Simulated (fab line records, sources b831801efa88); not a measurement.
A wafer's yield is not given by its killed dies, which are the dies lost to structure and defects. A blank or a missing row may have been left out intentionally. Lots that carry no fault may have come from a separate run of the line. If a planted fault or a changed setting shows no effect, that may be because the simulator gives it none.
What tool caused it? :: flow gf180mcu :: 14 lots, 42 wafers sampled, at 3 steps of a route of 602

## WHAT THE GAUGES SHOWED, per wafer
GF_MIM_RS_MEAS_10: a four-point-probe measurement. Usual: MIM_ALCU_RS 0.1590 ohm/sq, standard deviation 0.002.
lot: L516
measured: day 24 11:53
on: film-metro-03
MIM_ALCU_RS (ohm/sq): 0.1563 0.1601 0.1589
flag: 

lot: L517
measured: day 25 09:37
on: film-metro-04
MIM_ALCU_RS (ohm/sq): 0.1610 0.1607 0.1598
flag: 

lot: L518
measured: day 25 14:40
on: film-metro-04
MIM_ALCU_RS (ohm/sq): 0.1587 0.1632 0.1634
flag: 

lot: L519
measured: day 25 23:16
on: film-metro-04
MIM_ALCU_RS (ohm/sq): 0.1601 0.1586 0.1595
flag: 

lot: L521
measured: day 27 00:16
on: film-metro-02
MIM_ALCU_RS (ohm/sq): 0.1598 0.1590 0.1604
flag: 

lot: L522
measured: day 27 05:35
on: film-metro-04
MIM_ALCU_RS (ohm/sq): 0.1586 0.1568 0.1588
flag: 

lot: L523
measured: day 27 07:02
on: film-metro-04
MIM_ALCU_RS (ohm/sq): 0.1587 0.1575 0.1588
flag: 

lot: L524
measured: day 27 15:07
on: film-metro-02
MIM_ALCU_RS (ohm/sq): 0.1589 0.1598 0.1597
flag: 

lot: L525
measured: day 27 21:17
on: film-metro-02
MIM_ALCU_RS (ohm/sq): 0.1601 0.1597 0.1630
flag: 

lot: L529
measured: day 29 01:34
on: film-metro-03
MIM_ALCU_RS (ohm/sq): 0.1561 0.1573 0.1553
flag: 

lot: L530
measured: day 29 08:53
on: film-metro-04
MIM_ALCU_RS (ohm/sq): 0.1600 0.1599 0.1594
flag: 

lot: L531
measured: day 29 11:56
on: film-metro-03
MIM_ALCU_RS (ohm/sq): 0.1572 0.1569 0.1577
flag: 

lot: L536
measured: day 30 21:25
on: film-metro-03
MIM_ALCU_RS (ohm/sq): 0.1578 0.1592 0.1572
flag: 

lot: L539
measured: day 31 17:03
on: film-metro-02
MIM_ALCU_RS (ohm/sq): 0.1569 0.1595 0.1569
flag: 

## WHICH TOOL RAN EACH LOT (tool, then ch and the chambers of the sampled wafers, then the start)
lot: L516
GF_STI_ETCH_14: rie-si-02 ch 0,3, day 2 02:07
GF_MIM_SPUTTER_09: pvd-sputter-04, day 24 11:48

lot: L517
GF_STI_ETCH_14: rie-si-02 ch 0,2,3, day 2 07:38
GF_MIM_SPUTTER_09: pvd-sputter-01, day 25 09:33

lot: L518
GF_STI_ETCH_14: rie-si-02 ch 2,3, day 2 13:44
GF_MIM_SPUTTER_09: pvd-sputter-02, day 25 14:36

lot: L519
GF_STI_ETCH_14: rie-si-01 ch 0,1,2, day 2 18:40
GF_MIM_SPUTTER_09: pvd-sputter-01, day 25 23:13

lot: L521
GF_STI_ETCH_14: rie-si-01 ch 0,1,3, day 3 05:11
GF_MIM_SPUTTER_09: pvd-sputter-02, day 27 00:12

lot: L522
GF_STI_ETCH_14: rie-si-01 ch 0,3, day 3 08:44
GF_MIM_SPUTTER_09: pvd-sputter-02, day 27 05:32

lot: L523
GF_STI_ETCH_14: rie-si-02 ch 2,3, day 3 14:07
GF_MIM_SPUTTER_09: pvd-sputter-02, day 27 06:58

lot: L524
GF_STI_ETCH_14: rie-si-02 ch 0,3, day 3 18:28
GF_MIM_SPUTTER_09: pvd-sputter-01, day 27 15:04

lot: L525
GF_STI_ETCH_14: rie-si-02 ch 0,2, day 4 00:53
GF_MIM_SPUTTER_09: pvd-sputter-02, day 27 21:16

lot: L529
GF_STI_ETCH_14: rie-si-02 ch 0,1,3, day 4 21:05
GF_MIM_SPUTTER_09: pvd-sputter-04, day 29 01:31

lot: L530
GF_STI_ETCH_14: rie-si-02 ch 0,1, day 5 02:20
GF_MIM_SPUTTER_09: pvd-sputter-01, day 29 08:50

lot: L531
GF_STI_ETCH_14: rie-si-01 ch 0,1,2, day 5 06:53
GF_MIM_SPUTTER_09: pvd-sputter-02, day 29 11:54

lot: L536
GF_STI_ETCH_14: rie-si-01 ch 0,1, day 6 08:28
GF_MIM_SPUTTER_09: pvd-sputter-01, day 30 21:23

lot: L539
GF_STI_ETCH_14: rie-si-01 ch 1,2,3, day 7 01:53
GF_MIM_SPUTTER_09: pvd-sputter-04, day 31 17:01
- GF_STI_ETCH_14: etches Si in HBr/Cl2/O2, target depth 360 nm, time 102.9 s.
- GF_MIM_SPUTTER_09: material TiN, target thk 35 nm, time 29.2 s.

## AS READ BY THE TOOLS THEMSELVES (means over the sampled wafers that have a number; for cases with no such wafer, the mark the record gives instead)
GF_STI_ETCH_14. Usual: bias-w 150.0 W, standard deviation 0.45; drypump-motor-current-A 5.7 A, standard deviation 0.41; oes-product-au 0.999 a.u., standard deviation 0.017; throttle-valve-pct 25.656 %, standard deviation 0.015.
lot: L516
tool: rie-si-02
bias-w (W): 150.3
drypump-motor-current-A (A): 5.9
oes-product-au (a.u.): 0.993
throttle-valve-pct (%): 25.660
flag: 

lot: L517
tool: rie-si-02
bias-w (W): 150.1
drypump-motor-current-A (A): 5.6
oes-product-au (a.u.): 1.004
throttle-valve-pct (%): 25.640
flag: 

lot: L518
tool: rie-si-02
bias-w (W): 150.2
drypump-motor-current-A (A): 5.7
oes-product-au (a.u.): 1.000
throttle-valve-pct (%): 25.662
flag: 

lot: L519
tool: rie-si-01
bias-w (W): 150.0
drypump-motor-current-A (A): 5.8
oes-product-au (a.u.): 0.996
throttle-valve-pct (%): 25.656
flag: 

lot: L521
tool: rie-si-01
bias-w (W): 150.6
drypump-motor-current-A (A): 5.5
oes-product-au (a.u.): 1.010
throttle-valve-pct (%): 25.647
flag: 

lot: L522
tool: rie-si-01
bias-w (W): 149.7
drypump-motor-current-A (A): 5.8
oes-product-au (a.u.): 1.015
throttle-valve-pct (%): 25.644
flag: 

lot: L523
tool: rie-si-02
bias-w (W): 150.2
drypump-motor-current-A (A): 5.3
oes-product-au (a.u.): 0.996
throttle-valve-pct (%): 25.666
flag: 

lot: L524
tool: rie-si-02
bias-w (W): 149.9
drypump-motor-current-A (A): 5.9
oes-product-au (a.u.): 0.993
throttle-valve-pct (%): 25.662
flag: 

lot: L525
tool: rie-si-02
bias-w (W): 150.0
drypump-motor-current-A (A): 5.6
oes-product-au (a.u.): 1.000
throttle-valve-pct (%): 25.656
flag: 

lot: L529
tool: rie-si-02
bias-w (W): 150.3
drypump-motor-current-A (A): 6.0
oes-product-au (a.u.): 0.995
throttle-valve-pct (%): 25.658
flag: 

lot: L530
tool: rie-si-02
bias-w (W): 150.6
drypump-motor-current-A (A): 5.9
oes-product-au (a.u.): 0.992
throttle-valve-pct (%): 25.659
flag: 

lot: L531
tool: rie-si-01
bias-w (W): 150.3
drypump-motor-current-A (A): 5.8
oes-product-au (a.u.): 0.989
throttle-valve-pct (%): 25.661
flag: 

lot: L536
tool: rie-si-01
bias-w (W): 150.2
drypump-motor-current-A (A): 5.9
oes-product-au (a.u.): 1.025
throttle-valve-pct (%): 25.650
flag: 

lot: L539
tool: rie-si-01
bias-w (W): 149.9
drypump-motor-current-A (A): 5.4
oes-product-au (a.u.): 0.995
throttle-valve-pct (%): 25.648
flag: 

GF_MIM_SPUTTER_09. Usual: throttle-valve-pct at 29.4 %, with a standard deviation of 1.1.
lot: L516
tool: pvd-sputter-04
throttle-valve-pct (%): 30.3
flag: 

lot: L517
tool: pvd-sputter-01
throttle-valve-pct (%): 30.2
flag: 

lot: L518
tool: pvd-sputter-02
throttle-valve-pct (%): 29.3
flag: 

lot: L519
tool: pvd-sputter-01
throttle-valve-pct (%): 30.2
flag: 

lot: L521
tool: pvd-sputter-02
throttle-valve-pct (%): 29.3
flag: 

lot: L522
tool: pvd-sputter-02
throttle-valve-pct (%): 28.8
flag: 

lot: L523
tool: pvd-sputter-02
throttle-valve-pct (%): 28.8
flag: 

lot: L524
tool: pvd-sputter-01
throttle-valve-pct (%): 30.3
flag: 

lot: L525
tool: pvd-sputter-02
throttle-valve-pct (%): 29.8
flag: 

lot: L529
tool: pvd-sputter-04
throttle-valve-pct (%): 28.7
flag: 

lot: L530
tool: pvd-sputter-01
throttle-valve-pct (%): 30.2
flag: 

lot: L531
tool: pvd-sputter-02
throttle-valve-pct (%): 28.8
flag: 

lot: L536
tool: pvd-sputter-01
throttle-valve-pct (%): 29.9
flag: 

lot: L539
tool: pvd-sputter-04
throttle-valve-pct (%): 30.0
flag: 

## THE ANSWER, worked out from the rows above alone
Rule: a lot counts as off when the mean over its wafers that have a number is more than 3 standard deviations away from the usual mean. Also off: a lot with no number at a reading for which 4 or more lots have one. The other lots that the step has rows for count as sound. Order of review: gauges by route order, followed by the tools' own readings, for which a lot's mean as printed above is used. At the first step where some lot is off, the reading lying furthest off is the one used; lots without a number count as furthest.
Across all readings shown, no lot is off: no conclusion can be drawn from this.

## WHAT WAS PUT IN BY THE SIMULATOR
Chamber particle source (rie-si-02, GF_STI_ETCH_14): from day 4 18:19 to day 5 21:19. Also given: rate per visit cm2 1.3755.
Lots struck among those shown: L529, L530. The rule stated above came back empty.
